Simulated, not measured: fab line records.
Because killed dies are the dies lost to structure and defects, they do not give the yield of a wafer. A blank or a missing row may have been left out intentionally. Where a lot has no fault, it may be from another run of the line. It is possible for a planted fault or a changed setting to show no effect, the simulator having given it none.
fab line records    flow sky130
record lots=5  wafers=15  lastDay=49
route steps=708 shown VIA2@522 METAL3@532 CAPM@537 PAD_OPEN@708
lots untouched by any fault: they come from a run of this same line in which no faults occurred
startH: the number of hours between the record's first day and the start of the first shown wafer of the lot    waitH: time in hours since the lot's previous step    " repeats the value in the row above    L1.1+2: several wafers, shown together as one row    - value missing, or start not given    * or withheld: withheld    < > ~ a bound
route shown NAME@n: names a module that has steps shown in the file, with the first one's number in the route    usual: mean/standard deviation of fault-free wafers    same: alike in all rows    chamber/n: place in a boat    sites: readings site by site    _std_site: the values' standard deviation    _edge_site: outer sites' mean less inner sites'    radiusMm: how far each site lies from the wafer's centre    mask NAME#n: copy n    behind: tool/chamber where the wafer was last shaped    hold: why the lot was held/for how many hours/how that ended    device: transistor that didn't switch, given as n, p or np    end of line: tests of these same wafers at the route's end    a step given without rows: its recipe and nothing more    killed: the dies lost at the first sort to structure and to defects; this is not the yield of the wafer    map: a wafer's dies, marking killed ones x, the rest . and places with no die _
set.NAME: the run value of the setting; set.NAME@STEP: its run value at that earlier step    model.NAME: the simulator's own value behind a step, which no gauge read
lots at selected steps of the route; one table per step, one row per wafer
services: the hour from which a tool's chamber was out of use, counted from the record's first day as startH (under 0 if before that day), plus the number of hours and why
## steps
# step SKY_VIA2_ETCH_15
# recipe target=SiO2  chemistry=C4F8/O2/Ar  targetDepthNm=546  stopOn=TiN  maskMaterial=KrF-thick  sourceW=1500  biasW=1200  pressureMtorr=40  c4f8FlowSccm=withheld  O2_flow_sccm=6  Ar_flow_sccm=300  timeS=84
# usual oesProductAu=0.939/0.0046
# same timeS=84
lot.wafer  tool        chamber  startH  waitH  oesProductAu  rfHoursCounterH
L365.1     rieDiel-03  1        862.08  0.0    0.945         11
L365.2     "           0        "       "      0.937         15
L365.5     "           2        "       "      0.950         -
L373.3     rieDiel-02  0        913.89  0.0    0.942         12
L373.5     "           0        "       "      0.944         -
L373.6     "           2        "       "      0.942         -
L375.1     rieDiel-04  3        930.44  0.0    0.939         12
L375.3     "           2        "       "      0.939         18
L375.4     "           1        "       "      0.935         7
L380.3     rieDiel-03  3        963.49  0.0    0.937         23
L380.5     "           2        "       "      0.945         -
L380.6     "           3        "       "      0.951         -
L378.2     rieDiel-03  1        969.71  0.0    0.940         14
L378.4     "           2        "       "      0.941         27
L378.5     "           1        "       "      0.952         -
# step SKY_VIA2_STRIP_16
# recipe chemistry=O2/N2  powerW=1400  pressureMtorr=1500  platenTempC=withheld  o2FlowSccm=3000  n2FlowSccm=300  overashFraction=0.5
# usual drypumpMotorCurrentA=5.8/0.55  n2FlowSccm=300.1/0.85  oesProductAu=0.399/0.0044  stripTimeToEndpointS=4.08/0.031
lot.wafer  tool            chamber  startH  waitH  drypumpMotorCurrentA  n2FlowSccm  oesProductAu  rfHoursCounterH  stripTimeToEndpointS
L365.1     plasmaAsher-04  1        862.15  0.0    5.8                   299.3       0.398         73               4.11
L365.2     "               0        "       "      6.6                   301.1       0.402         73               4.09
L365.5     "               0        "       "      6.6                   300.3       0.399         -                4.08
L373.3     plasmaAsher-04  1        913.98  0.1    5.8                   299.7       0.403         -                4.05
L373.5     "               1        "       "      5.8                   300.1       0.387         -                4.06
L373.6     "               0        "       "      6.6                   299.7       0.396         -                4.06
L375.1     plasmaAsher-02  1        930.50  0.0    6.1                   300.1       0.399         48               4.05
L375.3     "               0        "       "      5.0                   302.0       0.397         -                4.09
L375.4     "               1        "       "      6.1                   300.7       0.403         -                4.12
L380.3     plasmaAsher-03  1        963.58  0.1    5.4                   299.2       0.401         -                4.01
L380.5     "               1        "       "      5.4                   299.5       0.391         -                4.07
L380.6     "               0        "       "      5.5                   300.6       0.396         -                4.05
L378.2     plasmaAsher-02  0        969.77  0.0    4.9                   300.0       0.408         52               4.11
L378.4     "               0        "       "      5.0                   301.3       0.398         -                4.06
L378.5     "               1        "       "      6.2                   301.9       0.394         -                4.11
# step SKY_VIA2_STRIP_17
# recipe chemistry=postEtchResidueRemover  timeS=1200  tempC=72.5
# step SKY_VIA2_CLEAN_18
# recipe chemistry=IPA  timeS=180  tempC=25
# step SKY_VIA2_CLEAN_19
# recipe chemistry=O3/DIW  dry=n2Spin
# step SKY_VIA2_SPUTTER_20
# recipe material=TiN  targetThkNm=20  chamberPressurePa=5  powerW=4000  timeS=80
# step SKY_VIA2_CVD_21
# recipe material=W  targetThkNm=420  timeS=126.4  tempC=403.9  pressureTorr=40
# usual heaterPowerW=960/50
# same timeS=126.4
lot.wafer  tool     chamber  startH  waitH  heaterPowerW
L365.1     cvdW-01  0        862.81  0.0    984
L365.2     "        1        "       "      881
L365.5     "        0        "       "      971
L373.3     cvdW-01  0        914.65  0.1    960
L373.5     "        1        "       "      884
L373.6     "        0        "       "      986
L375.1     cvdW-02  0        931.16  0.0    964
L375.3     "        1        "       "      1009
L375.4     "        0        "       "      963
L380.3     cvdW-01  0        964.28  0.1    971
L380.5     "        1        "       "      896
L380.6     "        0        "       "      987
L378.2     cvdW-01  0        970.42  0.0    982
L378.4     "        1        "       "      894
L378.5     "        0        "       "      993
# step SKY_VIA2_RS_MEAS_22
# recipe thkMeasGauge=four-point-probe  reads=W_of_VIA2_CVD_21+TiN_of_VIA2_SPUTTER_20
# usual VIA2_W_RS=0.2540/0.0026
lot.wafer  tool          chamber  startH  waitH  VIA2_W_RS[ohm/sq]
L365.1     filmMetro-01  -        862.94  0.1    0.2540
L365.2     "             -        "       "      0.2536
L365.5     "             -        "       "      0.2516
L373.3     filmMetro-01  -        914.77  0.1    0.2535
L373.5     "             -        "       "      0.2557
L373.6     "             -        "       "      0.2562
L375.1     filmMetro-01  -        931.29  0.1    0.2486
L375.3     "             -        "       "      0.2565
L375.4     "             -        "       "      0.2508
L380.3     filmMetro-02  -        964.41  0.1    0.2525
L380.5     "             -        "       "      0.2538
L380.6     "             -        "       "      0.2527
L378.2     filmMetro-01  -        970.57  0.1    0.2533
L378.4     "             -        "       "      0.2542
L378.5     "             -        "       "      0.2545
# step SKY_VIA2_THK_MEAS_23
# recipe thkMeasGauge=xrf  reads=W_of_VIA2_CVD_21
# usual VIA2_W_THK=458/7.2
lot.wafer  tool          chamber  startH  waitH  VIA2_W_THK[nm]
L365.1     filmMetro-01  -        863.06  0.1    455
L365.2     "             -        "       "      454
L365.5     "             -        "       "      458
L373.3     filmMetro-01  -        914.87  0.1    451
L373.5     "             -        "       "      448
L373.6     "             -        "       "      452
L375.1     filmMetro-01  -        931.41  0.1    464
L375.3     "             -        "       "      451
L375.4     "             -        "       "      461
L380.3     filmMetro-02  -        964.51  0.1    458
L380.5     "             -        "       "      456
L380.6     "             -        "       "      457
L378.2     filmMetro-01  -        970.68  0.1    461
L378.4     "             -        "       "      456
L378.5     "             -        "       "      456
# step SKY_VIA2_CMP_24
# recipe stopOn=SiO2  tOverpolishS=20  downForcePsi=3.5  platenRpm=60  targetThkNm=0  padVelocityMS=0.94248
# step SKY_METAL3_SPUTTER_00
# recipe material=Ti  targetThkNm=15  powerW=3000  timeS=10  chamberPressurePa=0.4
# step SKY_METAL3_SPUTTER_01
# recipe material=TiN  targetThkNm=20  powerW=6500  timeS=16.7  chamberPressurePa=0.4
# step SKY_METAL3_SPUTTER_02
# recipe material=AlCu  targetThkNm=735  powerW=10600  timeS=39.1  chamberPressurePa=0.4
# usual cathodeDcPowerW=10600/1.8  chamberPressurePa=0.3999/0.00082  throttleValvePct=30.2/0.87
# same timeS=39.1
lot.wafer  tool           chamber  startH  waitH  cathodeDcPowerW  chamberPressurePa  throttleValvePct  model.AlCu_of_METAL3_SPUTTER_02.thkNm
L365.1     pvdSputter-04  -        863.47  0.0    10600            0.4003             31.1              743.8
L365.2     "              -        "       "      10598            0.3992             29.6              747.1
L365.5     "              -        "       "      10600            0.4007             30.3              719
L373.3     pvdSputter-01  -        916.40  0.0    10600            0.3994             30.5              730.6
L373.5     "              -        "       "      10600            0.3997             30.5              728.9
L373.6     "              -        "       "      10600            0.3990             31.5              732.9
L375.1     pvdSputter-01  -        931.82  0.0    10600            0.3990             30.3              738.6
L375.3     "              -        "       "      9732.4           0.4001             31.5              684.4
L375.4     "              -        "       "      10602            0.3990             30.3              735.9
L380.3     pvdSputter-04  -        965.08  0.0    10601            0.3993             31.7              740.3
L380.5     "              -        "       "      10599            0.3995             29.8              749.5
L380.6     "              -        "       "      10597            0.3996             31.4              743
L378.2     pvdSputter-04  -        971.15  0.0    10600            0.4001             31.6              734.8
L378.4     "              -        "       "      10599            0.4005             28.6              723.4
L378.5     "              -        "       "      10601            0.3997             29.8              734
# step SKY_METAL3_SPUTTER_03
# recipe material=Ti  targetThkNm=5  powerW=3000  timeS=3.3  chamberPressurePa=0.4
# usual cathodeDcPowerW=3000.1/0.58  chamberPressurePa=0.4000/0.00069  throttleValvePct=30.2/0.85
# same timeS=3.3
lot.wafer  tool           chamber  startH  waitH  cathodeDcPowerW  chamberPressurePa  throttleValvePct
L365.1     pvdSputter-04  -        863.51  0.0    2999.3           0.4008             31.7
L365.2     "              -        "       "      3000.3           0.3995             29.7
L365.5     "              -        "       "      3000.3           0.3994             30.2
L373.3     pvdSputter-01  -        916.44  0.0    3000.2           0.3995             30.5
L373.5     "              -        "       "      3001.5           0.3999             30.6
L373.6     "              -        "       "      2999.5           0.4008             31.2
L375.1     pvdSputter-01  -        931.86  0.0    3000.0           0.3994             30.7
L375.3     "              -        "       "      2999.6           0.3993             31.4
L375.4     "              -        "       "      2999.7           0.3994             30.5
L380.3     pvdSputter-04  -        965.12  0.0    2999.5           0.3994             31.8
L380.5     "              -        "       "      2999.9           0.3998             30.0
L380.6     "              -        "       "      3000.2           0.3998             31.3
L378.2     pvdSputter-04  -        971.19  0.0    3000.6           0.4006             31.0
L378.4     "              -        "       "      3000.2           0.4008             28.7
L378.5     "              -        "       "      3000.4           0.4000             30.0
# step SKY_METAL3_SPUTTER_04
# recipe material=TiN  targetThkNm=70  powerW=6500  timeS=58.3  chamberPressurePa=0.4
# step SKY_CAPM_CVD_00
# recipe material=SiO2  targetThkNm=15.5  tempC=400  timeS=withheld  rfW=450
# usual heaterPowerW=704/82
lot.wafer  tool      chamber  startH  waitH  heaterPowerW
L365.1     pecvd-02  2        863.57  0.0    656
L365.2     "         1        "       "      717
L365.5     "         2        "       "      648
L373.3     pecvd-02  0        916.51  0.0    607
L373.5     "         2        "       "      657
L373.6     "         0        "       "      625
L375.1     pecvd-04  0        931.92  0.0    672
L375.3     "         2        "       "      753
L375.4     "         1        "       "      808
L380.3     pecvd-01  0        965.19  0.0    729
L380.5     "         2        "       "      837
L380.6     "         1        "       "      643
L378.2     pecvd-01  2        971.27  0.0    823
L378.4     "         1        "       "      652
L378.5     "         2        "       "      850
# step SKY_CAPM_THK_MEAS_01
# recipe reads=SiO2_of_CAPM_CVD_00
# usual CAPM_CVD_00_THK=15.55/0.25
lot.wafer  tool          chamber  startH  waitH  CAPM_CVD_00_THK[nm]
L365.1     filmMetro-03  -        863.59  -      15.50
L365.2     "             -        "       "      15.93
L365.5     "             -        "       "      15.69
L373.3     filmMetro-04  -        916.55  -      15.26
L373.5     "             -        "       "      15.62
L373.6     "             -        "       "      15.73
L375.1     filmMetro-04  -        931.95  -      15.61
L375.3     "             -        "       "      15.49
L375.4     "             -        "       "      15.68
L380.3     filmMetro-04  -        965.23  -      15.18
L380.5     "             -        "       "      15.34
L380.6     "             -        "       "      15.60
L378.2     filmMetro-03  -        971.30  -      15.34
L378.4     "             -        "       "      15.43
L378.5     "             -        "       "      15.96
# step SKY_CAPM_SPUTTER_02
# recipe material=TiN  targetThkNm=200  tempC=300  powerW=6500  timeS=166.7  chamberPressurePa=0.4
# step SKY_CAPM_RS_MEAS_03
# recipe thkMeasGauge=four-point-probe  reads=TiN_of_CAPM_SPUTTER_02
# usual CAPM_TIN_RS=6.94/0.092
lot.wafer  tool          chamber  startH  waitH  CAPM_TIN_RS[ohm/sq]
L365.1     filmMetro-04  -        863.76  0.1    6.90
L365.2     "             -        "       "      7.02
L365.5     "             -        "       "      6.87
L373.3     filmMetro-03  -        916.74  0.1    6.86
L373.5     "             -        "       "      6.98
L373.6     "             -        "       "      6.76
L375.1     filmMetro-02  -        932.11  0.1    6.98
L375.3     "             -        "       "      6.88
L375.4     "             -        "       "      6.97
L380.3     filmMetro-02  -        965.42  0.1    6.96
L380.5     "             -        "       "      6.97
L380.6     "             -        "       "      7.08
L378.2     filmMetro-04  -        971.48  0.1    7.04
L378.4     "             -        "       "      6.95
L378.5     "             -        "       "      6.93
# step SKY_CAPM_THK_MEAS_04
# recipe thkMeasGauge=xrf  reads=TiN_of_CAPM_SPUTTER_02
# usual CAPM_TIN_THK=195.8/2.7
lot.wafer  tool          chamber  startH  waitH  CAPM_TIN_THK[nm]
L365.1     filmMetro-04  -        863.88  0.1    198.3
L365.2     "             -        "       "      194.9
L365.5     "             -        "       "      199.0
L373.3     filmMetro-03  -        916.84  0.1    198.1
L373.5     "             -        "       "      194.4
L373.6     "             -        "       "      199.3
L375.1     filmMetro-02  -        932.23  0.1    194.4
L375.3     "             -        "       "      198.9
L375.4     "             -        "       "      193.8
L380.3     filmMetro-02  -        965.52  0.1    195.3
L380.5     "             -        "       "      194.4
L380.6     "             -        "       "      191.7
L378.2     filmMetro-04  -        971.59  0.1    194.4
L378.4     "             -        "       "      197.6
L378.5     "             -        "       "      197.2
# step SKY_CAPM_DEHYDRATE_05
# recipe tempC=200  timeS=60
# step SKY_CAPM_HMDS_06
# recipe primeTimeS=60  primeTempC=120
# step SKY_CAPM_COAT_07
# recipe resist=NOVOLAK  spinRpm=3000  resistThkNm=1140
# step SKY_CAPM_SOFTBAKE_08
# recipe tempC=90  timeS=60  resist=NOVOLAK
# step SKY_CAPM_EXPOSE_09
# recipe maskId=CAPM  na=0.6  sourceShape=conventional  sigmaOuter=0.6  polarization=unpolarized  targetCdNm=1000  doseMj=159
# step SKY_CAPM_PEB_10
# recipe tempC=withheld  timeS=*  resist=NOVOLAK
# step SKY_CAPM_DEVELOP_11
# recipe resist=NOVOLAK  developer=TMAH  developTimeS=60  devTempC=23
# step SKY_CAPM_OVL_MEAS_12
# usual CAPM_OVL=0.3/1.2
lot.wafer  tool        chamber  startH  waitH  CAPM_OVL[nm]
L365.1     overlay-02  -        888.34  0.1    0.5
L365.2     "           -        "       "      1.6
L365.5     "           -        "       "      -1.4
L373.3     overlay-02  -        940.82  0.1    0.3
L373.5     "           -        "       "      -0.4
L373.6     "           -        "       "      -0.7
L375.1     overlay-02  -        955.48  0.1    2.2
L375.3     "           -        "       "      -0.1
L375.4     "           -        "       "      0.9
L380.3     overlay-02  -        989.40  0.1    2.1
L380.5     "           -        "       "      1.1
L380.6     "           -        "       "      1.6
L378.2     overlay-02  -        995.26  0.1    -0.4
L378.4     "           -        "       "      -1.5
L378.5     "           -        "       "      -1.1
# step SKY_CAPM_METAL_ETCH_13
# recipe targetDepthNm=220  stopOn=SiO2  chemistry=Cl2/BCl3  target=TiN  pressureMtorr=10  icpW=900  biasW=48.5  Cl2_flow_sccm=60  bcl3FlowSccm=30  timeS=62.9
# step SKY_CAPM_STRIP_14
# recipe chemistry=O2/N2  powerW=1400  pressureMtorr=1500  platenTempC=withheld  o2FlowSccm=3000  n2FlowSccm=310  overashFraction=0.5
# step SKY_CAPM_STRIP_15
# recipe chemistry=postEtchResidueRemover  timeS=1200  tempC=72.5
# step SKY_CAPM_CLEAN_16
# recipe chemistry=IPA  timeS=180  tempC=25
# step SKY_CAPM_CLEAN_17
# recipe chemistry=O3/DIW  dry=n2Spin
# step SKY_METAL3_DEHYDRATE_05
# recipe tempC=200  timeS=60
# step SKY_METAL3_HMDS_06
# recipe primeTimeS=60  primeTempC=120
# step SKY_METAL3_COAT_07
# recipe resist=BARC  tempC=withheld  timeS=withheld  spinRpm=3000  resistThkNm=60
# step SKY_METAL3_COAT_08
# recipe resist=KrF-thick  spinRpm=3000  resistThkNm=1140
# step SKY_METAL3_SOFTBAKE_09
# recipe tempC=100  timeS=90  resist=KrF-thick
# step SKY_METAL3_EXPOSE_10
# recipe maskId=MM3  na=0.68  sourceShape=annular  sigmaInner=0.4  sigmaOuter=0.8  targetCdNm=300  doseMj=28
# step SKY_METAL3_PEB_11
# recipe pebTempC=withheld  pebTimeS=withheld  resist=KrF-thick
# step SKY_METAL3_DEVELOP_12
# recipe developTimeS=60  resist=KrF-thick  devTempC=21
# step SKY_METAL3_CD_MEAS_13
# recipe targetCdNm=300
# usual cdNm=300.6/1.5
lot.wafer  tool      chamber  startH   waitH  cdNm
L365.1     cdSem-02  -        913.99   -      299.3
L365.2     "         -        "        "      300.3
L365.5     "         -        "        "      300.1
L373.3     cdSem-01  -        965.57   -      299.5
L373.5     "         -        "        "      300.7
L373.6     "         -        "        "      300.2
L375.1     cdSem-01  -        980.46   -      298.5
L375.3     "         -        "        "      299.9
L375.4     "         -        "        "      298.9
L380.3     cdSem-02  -        1012.93  -      298.3
L380.5     "         -        "        "      299.2
L380.6     "         -        "        "      299.5
L378.2     cdSem-02  -        1019.40  -      301.9
L378.4     "         -        "        "      301.4
L378.5     "         -        "        "      301.6
# step SKY_METAL3_METAL_ETCH_18
# recipe targetDepthA=8450  stopOn=SiO2  overEtchFrac=0.3  timeS=183.1  chemistry=Cl2/BCl3  resistSidewallDeg=88  pressureMtorr=10  icpW=900  biasW=48.5  Cl2_flow_sccm=60  bcl3FlowSccm=30
# usual drypumpMotorCurrentA=5.7/0.46  oesProductAu=0.867/0.0078  throttleValvePct=22.264/0.0078
# same timeS=183.1
lot.wafer  tool         chamber  startH   waitH  drypumpMotorCurrentA  oesProductAu  rfHoursCounterH  throttleValvePct
L365.1     rieMetal-01  1        914.29   0.0    5.4                   0.870         4                22.271
L365.2     "            0        "        "      6.0                   0.874         18               22.259
L365.5     "            0        "        "      6.0                   0.854         -                22.269
L373.3     rieMetal-03  1        965.89   0.1    5.8                   0.862         -                22.259
L373.5     "            0        "        "      6.5                   0.866         -                22.267
L373.6     "            1        "        "      5.8                   0.866         -                22.263
L375.1     rieMetal-01  0        980.76   0.0    6.0                   0.867         2                22.257
L375.3     "            0        "        "      6.0                   0.838         -                22.277
L375.4     "            1        "        "      5.4                   0.867         -                22.260
L380.3     rieMetal-01  1        1013.44  0.1    5.4                   0.867         -                22.265
L380.5     "            1        "        "      5.4                   0.870         -                22.263
L380.6     "            1        "        "      5.4                   0.882         -                22.266
L378.2     rieMetal-01  1        1019.74  0.1    5.4                   0.853         -                22.263
L378.4     "            1        "        "      5.4                   0.855         -                22.274
L378.5     "            1        "        "      5.4                   0.867         -                22.253
# step SKY_PAD_OPEN_PROBE_99
# usual defectLimitedYield=82.8/1.8  killed_at_M0_to_M3=42/5.8  killed_at_M4_up=3.0/2  killedAtContacts=24/5.5  killedAtFrontEnd=15/3.9  killedAtOther=0.3/0.54  killedDies=85/8.8  killedOpen=47/6.8  killedShort=38/5.9  sort_bin_3_pad_short=0.9/0.41  sort_bin_5_function=10.1/1.4  sort_bin_6_memory=6.2/1.2  sortNPass=407/8.8  sortYieldPct=82.8/1.8
# same grossDies=492  killedAtBackSide=0  sort_bin_4_leakage[%]=0  sort_bin_8_speed[%]=0
lot.wafer  tool       chamber  startH   waitH  defectLimitedYield[%]  killed_at_M0_to_M3  killed_at_M4_up  killedAtContacts  killedAtFrontEnd  killedAtOther  killedDies  killedOpen  killedShort  sort_bin_3_pad_short[%]  sort_bin_5_function[%]  sort_bin_6_memory[%]  sortNPass  sortYieldPct[%]  model.etest.met3.lineOhmUm  model.etest.met3.rsOhmSq
L365.1     prober-01  -        1087.26  0.1    84.6                   34                  4                22                15                1              76          41          35           1.0                      8.1                     6.3                   416        84.6             0.1375                      0.04197
L365.2     prober-01  -        1087.31  0.1    85.0                   43                  1                16                13                1              74          38          35           1.0                      8.9                     5.1                   418        85.0             0.1439                      0.04192
L365.5     prober-01  -        1087.46  0.2    85.0                   34                  4                23                13                0              74          41          33           0.6                      6.9                     7.5                   418        85.0             0.1504                      0.04373
L373.3     prober-01  -        1130.12  0.2    81.7                   50                  1                22                16                1              90          54          36           1.2                      11.6                    5.5                   402        81.7             0.1448                      0.04339
L373.5     prober-01  -        1130.22  0.2    83.5                   42                  5                20                14                0              81          52          28           0.8                      10.6                    5.1                   411        83.5             0.1434                      0.0429
L373.6     prober-01  -        1130.27  0.2    82.5                   41                  6                23                16                0              86          53          33           1.0                      9.6                     6.9                   406        82.5             0.1444                      0.04274
L375.1     prober-01  -        1139.93  0.1    82.7                   40                  5                24                16                0              85          39          46           0.8                      10.4                    6.1                   407        82.7             0.1422                      0.04236
L375.3     prober-01  -        1140.03  0.2    85.6                   34                  3                20                13                1              71          39          32           1.2                      7.3                     5.9                   421        85.6             0.1525                      0.04626
L375.4     prober-01  -        1140.08  0.2    82.7                   46                  2                18                18                1              85          47          38           0.4                      11.2                    5.7                   407        82.7             0.137                       0.04245
L380.3     prober-02  -        1165.07  0.2    84.6                   44                  6                15                11                0              76          42          34           0.6                      10.2                    4.7                   416        84.6             0.1385                      0.04207
L380.5     prober-02  -        1165.17  0.2    82.1                   37                  3                33                14                1              88          46          42           1.8                      10.0                    6.1                   404        82.1             0.1387                      0.04215
L380.6     prober-02  -        1165.22  0.2    83.1                   44                  3                20                16                0              83          42          41           1.4                      9.8                     5.7                   409        83.1             0.136                       0.04215
L378.2     prober-02  -        1172.54  0.1    84.1                   36                  4                25                13                0              78          50          28           0.6                      9.8                     5.5                   414        84.1             0.1375                      0.04265
L378.4     prober-02  -        1172.64  0.2    84.1                   42                  1                26                9                 0              78          42          35           0.4                      10.0                    5.5                   414        84.1             0.1401                      0.04348
L378.5     prober-02  -        1172.69  0.2    84.1                   37                  4                26                11                0              78          42          35           1.0                      9.1                     5.7                   414        84.1             0.1394                      0.04251
# killed by level:class
L365.1 VIA1:geometricParticle:open=8 LI_CONTACT:geometricParticle:open=7 FIELD_ISO:geometricParticle:open=5 LOCAL_INTERCONNECT:geometricParticle:short=5 VIA3:geometricParticle:open=5 CONTACT:geometricParticle:open=5 FIELD_ISO:geometricParticle:short=4 VIA1:geometricParticle:short=4
L365.2 VIA1:geometricParticle:open=11 METAL1:geometricParticle:short=8 METAL2:geometricParticle:short=6 LI_CONTACT:geometricParticle:open=4 CONTACT:geometricParticle:open=4 VIA1:geometricParticle:short=4 VIA2:geometricParticle:open=4 FIELD_ISO:geometricParticle:short=3
L365.5 CONTACT:geometricParticle:open=11 VIA1:geometricParticle:open=7 LI_CONTACT:geometricParticle:open=5 METAL1:geometricParticle:short=5 VIA1:geometricParticle:short=4 METAL3:geometricParticle:short=4 FIELD_ISO:geometricParticle:open=3 POLY_GATE:geometricParticle:open=3
L373.3 VIA1:geometricParticle:open=11 VIA2:geometricParticle:open=8 LI_CONTACT:geometricParticle:open=8 CONTACT:geometricParticle:open=8 METAL2:geometricParticle:short=6 VIA3:geometricParticle:open=6 FIELD_ISO:geometricParticle:open=4 VIA1:geometricParticle:short=4
L373.5 VIA1:geometricParticle:open=12 CONTACT:geometricParticle:open=7 LI_CONTACT:geometricParticle:open=6 VIA2:geometricParticle:open=6 VIA3:geometricParticle:open=6 METAL4:geometricParticle:short=5 POLY_CUT:geometricParticle:open=4 METAL1:geometricParticle:short=4
L373.6 VIA1:geometricParticle:open=10 VIA2:geometricParticle:open=10 CONTACT:geometricParticle:open=8 METAL1:geometricParticle:short=6 LI_CONTACT:geometricParticle:open=6 FIELD_ISO:geometricParticle:open=5 FIELD_ISO:geometricParticle:short=4 METAL1:geometricParticle:open=4
L375.1 CONTACT:geometricParticle:open=8 VIA1:geometricParticle:open=8 VIA1:geometricParticle:short=7 FIELD_ISO:geometricParticle:short=5 LOCAL_INTERCONNECT:geometricParticle:short=5 VIA2:geometricParticle:short=5 VIA3:geometricParticle:open=5 FIELD_ISO:geometricParticle:open=4
L375.3 CONTACT:geometricParticle:open=9 VIA2:geometricParticle:open=8 VIA1:geometricParticle:open=8 METAL2:geometricParticle:short=5 POLY_GATE:geometricParticle:short=4 FIELD_ISO:geometricParticle:short=3 FIELD_ISO:geometricParticle:open=3 LI_CONTACT:geometricParticle:open=3
L375.4 VIA1:geometricParticle:open=12 CONTACT:geometricParticle:open=8 FIELD_ISO:geometricParticle:short=6 VIA1:geometricParticle:short=6 VIA2:geometricParticle:open=5 VIA3:geometricParticle:open=5 POLY_GATE:geometricParticle:open=4 CONTACT:geometricParticle:short=4
L380.3 VIA1:geometricParticle:open=13 METAL2:geometricParticle:short=8 VIA3:geometricParticle:open=7 LI_CONTACT:geometricParticle:open=6 CONTACT:geometricParticle:open=5 METAL3:geometricParticle:short=5 METAL1:geometricParticle:short=3 SPACER:geometricParticle:short=3
L380.5 CONTACT:geometricParticle:open=11 VIA1:geometricParticle:open=11 LI_CONTACT:geometricParticle:open=8 LI_CONTACT:geometricParticle:short=6 VIA1:geometricParticle:short=6 LOCAL_INTERCONNECT:geometricParticle:short=5 METAL2:geometricParticle:short=4 FIELD_ISO:geometricParticle:short=3
L380.6 CONTACT:geometricParticle:open=12 METAL2:geometricParticle:short=8 VIA3:geometricParticle:open=7 VIA2:geometricParticle:open=6 FIELD_ISO:geometricParticle:open=5 VIA1:geometricParticle:open=5 VIA3:geometricParticle:short=5 METAL1:geometricParticle:short=5
L378.2 VIA1:geometricParticle:open=13 LI_CONTACT:geometricParticle:open=10 CONTACT:geometricParticle:open=10 VIA2:geometricParticle:open=6 POLY_GATE:geometricParticle:open=4 METAL1:geometricParticle:short=4 METAL2:geometricParticle:short=4 FIELD_ISO:geometricParticle:open=3
L378.4 VIA1:geometricParticle:open=13 CONTACT:geometricParticle:open=8 LI_CONTACT:geometricParticle:short=6 LI_CONTACT:geometricParticle:open=5 LOCAL_INTERCONNECT:geometricParticle:short=5 VIA1:geometricParticle:short=4 VIA2:geometricParticle:open=4 FIELD_ISO:geometricParticle:short=3
L378.5 CONTACT:geometricParticle:open=13 VIA1:geometricParticle:open=10 METAL1:geometricParticle:short=8 LI_CONTACT:geometricParticle:open=7 VIA1:geometricParticle:short=5 VIA3:geometricParticle:open=4 METAL2:geometricParticle:short=4 POLY_GATE:geometricParticle:short=3
## services
tool            chamber  startH   hours  kind
pecvd-02        -        839.52   2.8    pm
rieMetal-01     -        839.89   2.8    pm
rieDiel-04      0        842.56   3.9    repair
rieMetal-01     0        845.45   16.1   repair
rieDiel-03      -        849.75   0.2    repair
pecvd-01        -        855.91   1.7    repair
rieDiel-04      -        861.39   2.8    pm
pecvd-02        -        868.32   3.1    repair
rieDiel-03      -        870.70   8.8    repair
rieDiel-02      0        876.63   2.7    repair
pecvd-01        2        879.60   2.8    repair
rieDiel-02      1        880.34   41.1   repair
pecvd-01        -        890.23   1.3    repair
cvdW-01         1        892.70   5.2    repair
pecvd-02        0        893.03   5.6    repair
plasmaAsher-04  -        898.49   6.0    repair
cvdW-01         -        933.70   14.6   pm
cvdW-01         -        954.96   0.6    repair
rieMetal-01     -        981.74   4.0    pm
rieDiel-03      2        982.43   9.2    repair
cvdW-01         -        986.74   2.8    pm
plasmaAsher-04  -        993.41   2.8    pm
rieMetal-01     0        1012.35  20.0   repair
plasmaAsher-02  -        1016.55  1.7    repair
## key
firstSign step=SKY_METAL3_SPUTTER_02  reading=cathodeDcPowerW  direction=down  sigmas=99+  usual=10600  struck=9732.4
effect step=SKY_METAL3_METAL_ETCH_18  reading=oesProductAu  direction=down  sigmas=3.7  usual=0.867  struck=0.838
modelEffect step=SKY_METAL3_SPUTTER_02  value=AlCu_of_METAL3_SPUTTER_02.thkNm  without=744.6  struck=684.4
modelEffect step=SKY_PAD_OPEN_PROBE_99  value=etest.met3.lineOhmUm  without=0.14  struck=0.1525
metAt SKY_METAL3_SPUTTER_02
struckWafers L375.3
onsetBetween 916.40 931.82
fault kind=processParameterDrift  tool=pvdSputter-01  chamber=-  onsetH=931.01  steps=SKY_METAL3_SPUTTER_02  channel=powerW  offset=*  shape=step  endH=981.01  actsIn=*  stated=*  scope=struckWafersOnly
